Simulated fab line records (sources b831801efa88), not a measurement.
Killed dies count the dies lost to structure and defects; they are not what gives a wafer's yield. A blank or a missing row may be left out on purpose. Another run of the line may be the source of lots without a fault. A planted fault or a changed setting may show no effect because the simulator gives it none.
fab line records | flow sky130
[record] lots = 6 wafers = 18 last-day = 50
route steps=708 shown LDD_P@263 LDD_HVN@267 LDD_HVP@278 PAD_OPEN@708
lots untouched by any fault: they come from a run of this same line in which no faults occurred
start-h: hours from the record's opening day to when the first of the lot's shown wafers began | wait-h: hours since the lot's step before | " the same as in the row above | L1.1+2: a single row standing in for several wafers | - no value, or no start was given | * or withheld: withheld | < > ~ a bound
route shown NAME@n: a module of which the file shows steps, and the number in the route of the first | usual: average and standard deviation across the fault-free wafers | same: alike in all rows | chamber/n: place in a boat | sites: per-site readings | _std_site: standard deviation across them | _edge_site: the outer-site mean with the inner-site mean subtracted | radius-mm: for every site, how far away it sits from the centre of the wafer | mask NAME#n: copy n | behind: the most recent tool/chamber to have shaped the wafer | hold: why the lot was held/for how many hours/how that ended | device: names the non-switching transistor (n, p or np) | end of line: tests of these same wafers at the route's end | a step given without rows: its recipe and nothing more | killed: count of dies lost to structure and defects at first sort (not the wafer's yield) | map: a wafer's dies, x killed, . not, _ none there
set.NAME: the setting as run; set.NAME@STEP: as run at that earlier step | model.NAME: the simulator's own value behind a step, which no gauge read
lots seen at some steps along the route; tables by step, rows by wafer
services: the hour from which a tool's chamber was out of use, counted from the record's first day as start-h (under 0 if before that day), plus the number of hours and why
[[steps]]
[step SKY_LDD_P_OVL_MEAS_08]
[usual] LDD_P_OVL = 0.2/1.5
// columns lot.wafer tool chamber start-h wait-h LDD_P_OVL[nm]
L428.3 overlay-02 - 470.97 0.1 3.2
L428.4 " - " " 2.7
L428.5 " - " " 2.5
L437.1 overlay-01 - 546.86 0.1 0.6
L437.2 " - " " 1.3
L437.4 " - " " 0.0
L439.1 overlay-02 - 559.96 0.1 0.2
L439.2 " - " " -0.8
L439.5 " - " " 0.4
L441.1 overlay-02 - 574.71 0.1 2.6
L441.5 " - " " 1.9
L441.6 " - " " 3.2
L446.1 overlay-02 - 617.93 0.1 0.0
L446.3 " - " " 1.4
L446.6 " - " " 2.9
L448.2 overlay-01 - 631.48 0.1 -0.4
L448.3 " - " " 0.8
L448.5 " - " " 1.4
[step SKY_LDD_P_IMPLANT_09]
[recipe] species = BF2 energy-kev = 25 dose-cm2 = 1e+13 tilt-deg = withheld
[step SKY_LDD_P_STRIP_10]
[recipe] chemistry = O2/N2 power-w = 1400 pressure-mtorr = 1500 platen-temp-c = withheld o2-flow-sccm = 3000 n2-flow-sccm = 300 overash-fraction = 0.5
[usual] drypump-motor-current-A = 5.8/0.47 n2-flow-sccm = 300.0/0.9 o2-flow-sccm = 2999/8.9 oes-product-au = 0.716/0.0045 strip-time-to-endpoint-s = 14.16/0.047
// columns lot.wafer tool chamber start-h wait-h drypump-motor-current-A n2-flow-sccm o2-flow-sccm oes-product-au rf-hours-counter-h strip-time-to-endpoint-s
L428.3 plasma-asher-02 0 471.18 0.1 6.3 299.7 2982 0.715 - 14.21
L428.4 " 1 " " 6.4 300.0 3003 0.715 - 14.21
L428.5 " 1 " " 6.4 300.0 2996 0.710 - 14.18
L437.1 plasma-asher-02 1 547.05 0.1 6.4 301.6 2999 0.716 87 14.22
L437.2 " 0 " " 6.3 301.9 2999 0.720 87 14.19
L437.4 " 0 " " 6.3 300.2 2996 0.717 - 14.20
L439.1 plasma-asher-02 0 560.15 0.1 6.3 299.9 3010 0.718 88 14.12
L439.2 " 1 " " 6.4 299.6 2997 0.713 88 14.17
L439.5 " 1 " " 6.4 300.2 2985 0.711 - 14.12
L441.1 plasma-asher-03 0 574.90 0.1 5.3 298.9 3004 0.718 15 14.12
L441.5 " 1 " " 5.7 299.8 3014 0.712 - 14.12
L441.6 " 0 " " 5.3 299.8 3003 0.724 - 14.14
L446.1 plasma-asher-02 0 618.11 0.1 6.3 300.0 2991 0.712 94 14.10
L446.3 " 0 " " 6.3 299.6 3005 0.714 - 14.14
L446.6 " 0 " " 6.3 299.2 3011 0.714 - 14.13
L448.2 plasma-asher-04 1 631.66 0.1 5.7 299.3 3006 0.717 76 14.20
L448.3 " 1 " " 5.7 301.0 3000 0.713 - 14.19
L448.5 " 1 " " 5.7 300.6 3013 0.720 - 14.18
[step SKY_LDD_P_TW_MEAS_11]
[usual] LDD_P_TW = 639/4.1
// columns lot.wafer tool chamber start-h wait-h LDD_P_TW
L428.3 film-metro-04 - 471.27 0.1 635
L428.4 " - " " 638
L428.5 " - " " 641
L437.1 film-metro-03 - 547.15 0.1 630
L437.2 " - " " 634
L437.4 " - " " 632
L439.1 film-metro-03 - 560.25 0.1 636
L439.2 " - " " 636
L439.5 " - " " 638
L441.1 film-metro-03 - 575.00 0.1 633
L441.5 " - " " 638
L441.6 " - " " 634
L446.1 film-metro-03 - 618.21 0.1 635
L446.3 " - " " 635
L446.6 " - " " 638
L448.2 film-metro-04 - 631.77 0.1 644
L448.3 " - " " 643
L448.5 " - " " 642
[step SKY_LDD_HVN_DEHYDRATE_00]
[recipe] temp-c = 200 time-s = 60
[step SKY_LDD_HVN_HMDS_01]
[recipe] prime-time-s = 60 prime-temp-c = 120
[step SKY_LDD_HVN_COAT_02]
[recipe] resist = NOVOLAK spin-rpm = 3000 resist-thk-nm = 300
[step SKY_LDD_HVN_SOFTBAKE_03]
[recipe] temp-c = 90 time-s = 60 resist = NOVOLAK
[step SKY_LDD_HVN_EXPOSE_04]
[recipe] mask-id = HVNTM na = 0.6 source-shape = conventional sigma-outer = 0.6 polarization = unpolarized target-cd-nm = 700 dose-mj = 127
[step SKY_LDD_HVN_PEB_05]
[recipe] temp-c = withheld time-s = * resist = NOVOLAK
[step SKY_LDD_HVN_DEVELOP_06]
[recipe] resist = NOVOLAK developer = TMAH develop-time-s = 60 dev-temp-c = 23
[step SKY_LDD_HVN_OVL_MEAS_07]
[usual] LDD_HVN_OVL = -0.4/1.1
// columns lot.wafer tool chamber start-h wait-h LDD_HVN_OVL[nm]
L428.3 overlay-01 - 501.71 0.1 -0.5
L428.4 " - " " -1.9
L428.5 " - " " 0.2
L437.1 overlay-01 - 575.86 0.1 -0.4
L437.2 " - " " -1.2
L437.4 " - " " -2.3
L439.1 overlay-01 - 588.79 0.1 -0.9
L439.2 " - " " 0.8
L439.5 " - " " -0.2
L441.1 overlay-01 - 604.39 0.1 -0.8
L441.5 " - " " 0.5
L441.6 " - " " -1.3
L446.1 overlay-02 - 646.80 0.1 -0.1
L446.3 " - " " -0.1
L446.6 " - " " -1.2
L448.2 overlay-01 - 660.00 0.1 -3.1
L448.3 " - " " -2.0
L448.5 " - " " -2.3
[step SKY_LDD_HVN_IMPLANT_08]
[recipe] species = P energy-kev = 60 dose-cm2 = 3e+13 tilt-deg = 40
[usual] dose-ions-cm2 = 3e+13/3.2e+10 end-station-pressure-torr = 5.1e-06/2.7e-07 faraday-current-uA = 170/3.4 tilt-deg = 40.002/0.024
// columns lot.wafer tool chamber start-h wait-h dose-ions-cm2 end-station-pressure-torr faraday-current-uA tilt-deg
L428.3 implanter-04 0 501.78 0.1 2.998e+13 4.72e-06 172 39.999
L428.4 " 0 " " 2.996e+13 5.18e-06 174 39.989
L428.5 " 0 " " 3.005e+13 5.19e-06 168 40.012
L437.1 implanter-01 0 575.89 0.0 2.017e+14 6.49e-06 1119 40.005
L437.2 " 0 " " 2.0174e+14 5.86e-06 1145 40.011
L437.4 " 0 " " 2.0174e+14 5.79e-06 1126 39.975
L439.1 implanter-01 0 588.83 0.0 2.017e+14 6.21e-06 1123 40.012
L439.2 " 0 " " 2.0174e+14 6.63e-06 1157 40.010
L439.5 " 0 " " 2.017e+14 5.94e-06 1118 40.011
L441.1 implanter-04 0 604.43 0.0 3.002e+13 5.2e-06 162 40.024
L441.5 " 0 " " 3.003e+13 5.11e-06 167 39.998
L441.6 " 0 " " 3.003e+13 4.84e-06 166 40.021
L446.1 implanter-02 0 646.83 0.0 2.996e+13 5.27e-06 166 40.019
L446.3 " 0 " " 2.995e+13 5.23e-06 168 39.998
L446.6 " 0 " " 3.001e+13 5.16e-06 173 40.052
L448.2 implanter-01 0 660.05 0.0 3.002e+13 5.4e-06 163 39.969
L448.3 " 0 " " 3.004e+13 5.65e-06 172 39.997
L448.5 " 0 " " 2.999e+13 5.27e-06 170 40.017
[step SKY_LDD_HVN_STRIP_09]
[recipe] chemistry = O2/N2 power-w = 1400 pressure-mtorr = 1500 platen-temp-c = withheld o2-flow-sccm = 3000 n2-flow-sccm = 300 overash-fraction = 0.5
[usual] drypump-motor-current-A = 5.8/0.44 n2-flow-sccm = 300.0/0.91 o2-flow-sccm = 3001/9.5 oes-product-au = 0.408/0.0044 strip-time-to-endpoint-s = 4.134/0.013
// columns lot.wafer tool chamber start-h wait-h drypump-motor-current-A n2-flow-sccm o2-flow-sccm oes-product-au rf-hours-counter-h strip-time-to-endpoint-s
L428.3 plasma-asher-02 1 501.92 0.1 6.5 299.8 2994 0.405 - 4.132
L428.4 " 0 " " 6.3 301.2 3000 0.406 - 4.106
L428.5 " 1 " " 6.4 298.8 2999 0.405 - 4.115
L437.1 plasma-asher-02 0 576.04 0.1 6.3 300.1 2994 0.416 90 4.130
L437.2 " 1 " " 6.4 299.3 2981 0.407 90 4.136
L437.4 " 1 " " 6.5 299.6 2986 0.410 - 4.132
L439.1 plasma-asher-01 0 588.98 0.1 5.5 299.3 3017 0.406 49 4.129
L439.2 " 1 " " 5.4 298.7 2994 0.409 49 4.144
L439.5 " 1 " " 5.4 299.9 3013 0.408 - 4.132
L441.1 plasma-asher-03 0 604.58 0.1 5.3 302.0 3005 0.412 18 4.124
L441.5 " 0 " " 5.3 300.5 3024 0.405 - 4.116
L441.6 " 1 " " 5.7 299.4 3005 0.408 - 4.129
L446.1 plasma-asher-02 0 646.98 0.1 6.3 299.7 3002 0.411 97 4.140
L446.3 " 1 " " 6.4 299.8 2992 0.411 - 4.105
L446.6 " 1 " " 6.5 299.3 2987 0.409 - 4.132
L448.2 plasma-asher-01 1 660.18 0.1 5.4 299.8 3001 0.407 55 4.129
L448.3 " 1 " " 5.5 300.6 3006 0.405 - 4.149
L448.5 " 0 " " 5.5 300.0 2986 0.408 - 4.111
[step SKY_LDD_HVN_TW_MEAS_10]
[usual] LDD_HVN_TW = 1442/8.5
// columns lot.wafer tool chamber start-h wait-h LDD_HVN_TW
L428.3 film-metro-03 - 502.00 0.1 1427
L428.4 " - " " 1430
L428.5 " - " " 1431
L437.1 film-metro-03 - 576.14 0.1 2572
L437.2 " - " " 2558
L437.4 " - " " 2578
L439.1 film-metro-04 - 589.08 0.1 2592
L439.2 " - " " 2595
L439.5 " - " " 2592
L441.1 film-metro-04 - 604.68 0.1 1455
L441.5 " - " " 1457
L441.6 " - " " 1447
L446.1 film-metro-02 - 647.08 0.1 1437
L446.3 " - " " 1445
L446.6 " - " " 1442
L448.2 film-metro-03 - 660.29 0.1 1437
L448.3 " - " " 1432
L448.5 " - " " 1431
[step SKY_LDD_HVP_DEHYDRATE_00]
[recipe] temp-c = 200 time-s = 60
[step SKY_PAD_OPEN_PROBE_99]
[usual] killed_at_M0_to_M3 = 45/6.9 killed_at_M4_up = 3.1/1.7 killed-at-contacts = 24/5.7 killed-at-front-end = 15/4.6 killed-at-other = 0.3/0.57 killed-dies = 87/10 killed-open = 48/7.4 killed-short = 39/6.7
[same] gross-dies = 492 killed-at-back-side = 0
// columns lot.wafer tool chamber start-h wait-h killed_at_M0_to_M3 killed_at_M4_up killed-at-contacts killed-at-front-end killed-at-other killed-dies killed-open killed-short model.etest.tip_n_5v.rs-ohm-sq model.etest.nfet-g5v0d10v5.r-on-ohm-um model.etest.nfet-g5v0d10v5.drive-ua-um model.etest.nfet_05v0_nvt.drive-ua-um model.etest.tip_n_5v.rs-ohm-sq-range model.etest.res-ndiff-hv.rs-ohm-sq model.etest.nfet_16v.drive-ua-um model.etest.ring_5v.delay-ps
L428.3 prober-01 - 1105.00 0.2 52 2 25 9 0 88 47 41 1386 1866 617.4 590.3 25.56 116.2 227.2 44.7
L428.4 prober-01 - 1105.05 0.2 43 3 25 13 0 84 51 33 1405 1885 614.1 580 26.48 115.3 228.3 44.87
L428.5 prober-01 - 1105.10 0.2 50 5 34 15 0 104 65 39 1397 1849 616.5 587.7 22.17 115.7 228 44.22
L437.1 prober-02 - 1155.97 0.1 49 3 16 12 0 80 46 34 337.1 1421 741.3 626 8.332 99.63 232.3 40.55
L437.2 prober-02 - 1156.02 0.1 46 2 24 12 0 84 55 29 336.4 1438 739.7 622.1 10.21 100 222.2 40.45
L437.4 prober-02 - 1156.12 0.2 46 5 9 14 2 76 28 48 338.2 1422 738.6 634.1 7.85 99.7 226.4 40.68
L439.1 prober-01 - 1159.17 0.1 40 3 19 20 0 82 41 41 337.9 1426 738.2 635.6 4.743 99.88 232.7 41.51
L439.2 prober-01 - 1159.22 0.1 44 4 15 16 0 79 59 20 339.5 1419 750.2 642.7 5.721 99.79 236.4 41.83
L439.5 prober-01 - 1159.37 0.2 59 6 24 12 2 103 63 40 338.7 1427 743.1 635.2 11.22 101.1 233.8 41.63
L441.1 prober-01 - 1169.31 0.1 47 5 28 17 0 97 54 43 1412 1876 599.1 577.8 29.4 115.9 220.4 44.61
L441.5 prober-01 - 1169.51 0.2 38 1 25 16 1 81 40 41 1418 1870 599.5 572.9 23.85 115.1 219.4 44.6
L441.6 prober-01 - 1169.56 0.2 43 3 24 11 0 81 53 28 1401 1884 599.1 571.3 28.18 116 217.7 44.73
L446.1 prober-02 - 1196.02 0.1 50 3 24 10 0 87 49 38 1395 1930 594.8 568.4 29.47 115.1 213.9 44.77
L446.3 prober-02 - 1196.12 0.2 49 3 23 17 0 92 57 34 1398 1902 597.2 567.5 29.25 115.2 218 45.11
L446.6 prober-02 - 1196.27 0.2 52 3 8 17 0 80 38 42 1400 1905 598.6 572.9 40.88 114.3 218.4 44.96
L448.2 prober-02 - 1201.81 0.1 53 1 22 23 0 99 53 46 1402 1928 588.6 566.6 44.12 115.7 216.4 45.09
L448.3 prober-02 - 1201.86 0.2 42 1 31 12 0 86 58 28 1404 1922 595.1 568.7 38.35 115.8 216.8 44.97
L448.5 prober-02 - 1201.96 0.2 47 1 21 7 1 77 45 32 1399 1930 591.6 568.2 36.5 114.2 215.6 45.26
// killed by level:class
L428.3 VIA1:geometric-particle:open=13 LI_CONTACT:geometric-particle:open=9 CONTACT:geometric-particle:open=9 METAL1:geometric-particle:short=8 VIA1:geometric-particle:short=8 METAL2:geometric-particle:short=7 VIA3:geometric-particle:open=5 FIELD_ISO:geometric-particle:short=3
L428.4 CONTACT:geometric-particle:open=11 VIA2:geometric-particle:open=9 VIA1:geometric-particle:open=7 LI_CONTACT:geometric-particle:open=6 CONTACT:geometric-particle:short=5 POLY_GATE:geometric-particle:open=5 VIA1:geometric-particle:short=5 VIA3:geometric-particle:short=5
L428.5 CONTACT:geometric-particle:open=17 VIA1:geometric-particle:open=16 VIA2:geometric-particle:open=9 LI_CONTACT:geometric-particle:open=8 VIA1:geometric-particle:short=8 POLY_GATE:geometric-particle:open=5 METAL2:geometric-particle:short=5 METAL1:geometric-particle:short=4
L437.1 VIA1:geometric-particle:open=14 VIA3:geometric-particle:open=8 VIA1:geometric-particle:short=6 VIA2:geometric-particle:open=6 FIELD_ISO:geometric-particle:short=5 CONTACT:geometric-particle:open=5 VIA3:geometric-particle:short=4 LI_CONTACT:geometric-particle:open=4
L437.2 VIA1:geometric-particle:open=12 LI_CONTACT:geometric-particle:open=11 VIA2:geometric-particle:open=6 FIELD_ISO:geometric-particle:open=5 CONTACT:geometric-particle:open=5 METAL2:geometric-particle:short=5 VIA3:geometric-particle:open=5 VIA1:geometric-particle:short=4
L437.4 VIA1:geometric-particle:open=11 FIELD_ISO:geometric-particle:short=7 VIA3:geometric-particle:open=7 VIA1:geometric-particle:short=6 METAL4:geometric-particle:short=5 METAL2:geometric-particle:short=5 VIA3:geometric-particle:short=5 POLY_GATE:geometric-particle:short=4
L439.1 VIA1:geometric-particle:open=11 POLY_GATE:geometric-particle:short=8 CONTACT:geometric-particle:open=8 CONTACT:geometric-particle:short=6 VIA2:geometric-particle:open=5 VIA3:geometric-particle:open=5 FIELD_ISO:geometric-particle:short=4 METAL1:geometric-particle:short=4
L439.2 VIA1:geometric-particle:open=11 VIA2:geometric-particle:open=10 LI_CONTACT:geometric-particle:open=9 VIA3:geometric-particle:open=9 FIELD_ISO:geometric-particle:open=5 POLY_GATE:geometric-particle:open=4 METAL2:geometric-particle:short=3 METAL1:geometric-particle:short=3
L439.5 VIA1:geometric-particle:open=20 LI_CONTACT:geometric-particle:open=9 VIA2:geometric-particle:open=9 VIA3:geometric-particle:open=9 CONTACT:geometric-particle:open=7 METAL1:geometric-particle:short=7 POLY_GATE:geometric-particle:open=5 METAL4:geometric-particle:short=5
L441.1 VIA1:geometric-particle:open=16 CONTACT:geometric-particle:open=14 METAL2:geometric-particle:short=8 CONTACT:geometric-particle:short=7 POLY_GATE:geometric-particle:open=6 POLY_GATE:geometric-particle:short=5 METAL1:geometric-particle:short=4 VIA1:geometric-particle:short=4
L441.5 VIA1:geometric-particle:open=10 CONTACT:geometric-particle:open=8 CONTACT:geometric-particle:short=7 FIELD_ISO:geometric-particle:open=6 METAL1:geometric-particle:short=6 FIELD_ISO:geometric-particle:short=5 VIA3:geometric-particle:short=4 LI_CONTACT:geometric-particle:open=4
L441.6 CONTACT:geometric-particle:open=13 VIA1:geometric-particle:open=11 VIA3:geometric-particle:open=10 METAL1:geometric-particle:short=6 VIA2:geometric-particle:open=5 POLY_GATE:geometric-particle:short=4 METAL4:geometric-particle:short=3 POLY_GATE:geometric-particle:open=3
L446.1 LI_CONTACT:geometric-particle:open=10 METAL2:geometric-particle:short=10 VIA3:geometric-particle:open=8 CONTACT:geometric-particle:open=7 VIA1:geometric-particle:open=7 METAL1:geometric-particle:short=6 VIA2:geometric-particle:open=6 VIA1:geometric-particle:short=5
L446.3 VIA1:geometric-particle:open=13 VIA2:geometric-particle:open=10 LI_CONTACT:geometric-particle:open=8 CONTACT:geometric-particle:open=8 FIELD_ISO:geometric-particle:open=7 VIA3:geometric-particle:open=6 METAL1:geometric-particle:short=5 POLY_GATE:geometric-particle:short=4
L446.6 VIA1:geometric-particle:open=13 METAL2:geometric-particle:short=7 SPACER:geometric-particle:short=6 VIA3:geometric-particle:open=6 METAL1:geometric-particle:short=5 VIA3:geometric-particle:short=4 METAL3:geometric-particle:short=4 POLY_GATE:geometric-particle:short=3
L448.2 CONTACT:geometric-particle:open=12 METAL1:geometric-particle:short=11 VIA3:geometric-particle:open=9 VIA1:geometric-particle:open=8 VIA2:geometric-particle:open=7 FIELD_ISO:geometric-particle:short=6 FIELD_ISO:geometric-particle:open=6 VIA1:geometric-particle:short=4
L448.3 VIA1:geometric-particle:open=14 LI_CONTACT:geometric-particle:open=11 CONTACT:geometric-particle:open=10 FIELD_ISO:geometric-particle:open=6 VIA2:geometric-particle:open=6 VIA1:geometric-particle:short=6 VIA3:geometric-particle:open=6 CONTACT:geometric-particle:short=5
L448.5 VIA1:geometric-particle:open=15 LI_CONTACT:geometric-particle:open=7 VIA2:geometric-particle:open=6 CONTACT:geometric-particle:open=5 LI_CONTACT:geometric-particle:short=5 METAL2:geometric-particle:short=5 VIA3:geometric-particle:open=4 CONTACT:geometric-particle:short=3
[[services]]
// columns tool chamber start-h hours kind
implanter-04 - 453.78 2.3 repair
plasma-asher-04 - 459.72 28.1 pm
plasma-asher-01 - 487.32 1.2 repair
plasma-asher-02 - 531.71 1.1 repair
implanter-04 - 573.84 2.4 repair
plasma-asher-01 - 603.11 4.4 repair
implanter-04 - 624.63 5.7 pm
plasma-asher-04 - 639.28 1.6 repair
plasma-asher-01 - 640.17 4.0 repair
[[key]]
[first-sign] step = SKY_LDD_HVN_IMPLANT_08 reading = dose-ions-cm2 direction = up sigmas = 99+ usual = * struck = *
[effect] step = SKY_LDD_HVN_IMPLANT_08 reading = faraday-current-uA direction = up sigmas = 99+ usual = 170 struck = 1131
[effect] step = SKY_LDD_HVN_TW_MEAS_10 reading = LDD_HVN_TW direction = up sigmas = 99+ usual = 1442 struck = 2581
[model-effect] step = SKY_PAD_OPEN_PROBE_99 value = etest.tip_n_5v.rs-ohm-sq without = 1379 struck = 338
met-at SKY_LDD_HVN_IMPLANT_08
struck-wafers L437.1,L437.2,L437.4,L439.1,L439.2,L439.5
tester-left-out L437,L439
[fault] kind = process-parameter-drift tool = implanter-01 chamber = - onset-h = 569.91 steps = SKY_LDD_HVN_IMPLANT_08 channel = dose-cm2 offset = * shape = step end-h = 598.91 acts-in = * stated = *
// tester-left-out: of these lots the tester's yield and bins aren't shown, on N5 and GAA mostly nor the transistor test; their killed dies are dies lost to structure and defects alone, not to doping, threshold or leakage, so they don't give the yield
